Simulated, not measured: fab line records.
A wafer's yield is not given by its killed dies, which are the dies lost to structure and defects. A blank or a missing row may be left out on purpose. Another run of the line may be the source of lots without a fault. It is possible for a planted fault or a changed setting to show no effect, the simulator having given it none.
Chamber matching || flow sky130 || cmp-01 running SKY_FIELD_ISO_CMP_27: 4 sister chambers
The step polishes, stops on Si3N4, t overpolish 16 s, target thk 457.8 nm. 4 wafers are shown with their chamber, then 9 later ones without.

## EACH WAFER AND ITS CHAMBER
{"wafer": "L732.6", "chamber": 1, "motor current A (A)": 13.5}
{"wafer": "L736.2", "chamber": 2, "motor current A (A)": 12.7}
{"wafer": "L736.3", "chamber": 3, "motor current A (A)": 10.7}
{"wafer": "L736.5", "chamber": 0, "motor current A (A)": 14.4}

## WAFERS MISSING THEIR CHAMBER
{"wafer": "L744.2", "motor current A (A)": 14.0}
{"wafer": "L744.5", "motor current A (A)": 11.3}
{"wafer": "L744.6", "motor current A (A)": 13.2}
{"wafer": "L750.2", "motor current A (A)": 13.9}
{"wafer": "L750.4", "motor current A (A)": 13.5}
{"wafer": "L750.5", "motor current A (A)": 14.4}
{"wafer": "L751.1", "motor current A (A)": 13.7}
{"wafer": "L751.2", "motor current A (A)": 12.3}
{"wafer": "L751.5", "motor current A (A)": 12.0}

## EACH ONE'S CHAMBER
{"wafer": "L744.2", "from the rows above": "can't be placed: 0 or 1", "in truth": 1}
{"wafer": "L744.5", "from the rows above": "can't be placed: 3 or 2", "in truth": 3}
{"wafer": "L744.6", "from the rows above": "can't be placed: 1 or 2", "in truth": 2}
{"wafer": "L750.2", "from the rows above": "can't be placed: 1 or 0 or 2", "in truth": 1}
{"wafer": "L750.4", "from the rows above": "can't be placed: 1 or 2", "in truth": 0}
{"wafer": "L750.5", "from the rows above": 0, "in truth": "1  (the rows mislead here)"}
{"wafer": "L751.1", "from the rows above": "can't be placed: 1 or 0 or 2", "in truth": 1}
{"wafer": "L751.2", "from the rows above": "can't be placed: 2 or 1", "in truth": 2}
{"wafer": "L751.5", "from the rows above": "can't be placed: 2 or 3 or 1", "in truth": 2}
Correctly placed: 0 of 9. Not placeable from these rows: 8 (in 7, the candidates include the true chamber). Wrongly placed: 1.
How it was worked out, from the rows above alone: a wafer's distance from a chamber is the root of the sum, over the readings, of the square of ((its reading less the chamber's mean) divided by the reading's scatter). If the next closest chamber is less than 2 further off than the closest, the wafer can't be placed; otherwise it belongs to the closest. The mean given for a chamber averages the wafers shown for that chamber. The scatter: root of mean squared gap, hidden wafer to nearest shown wafer, with one shown wafer a chamber.
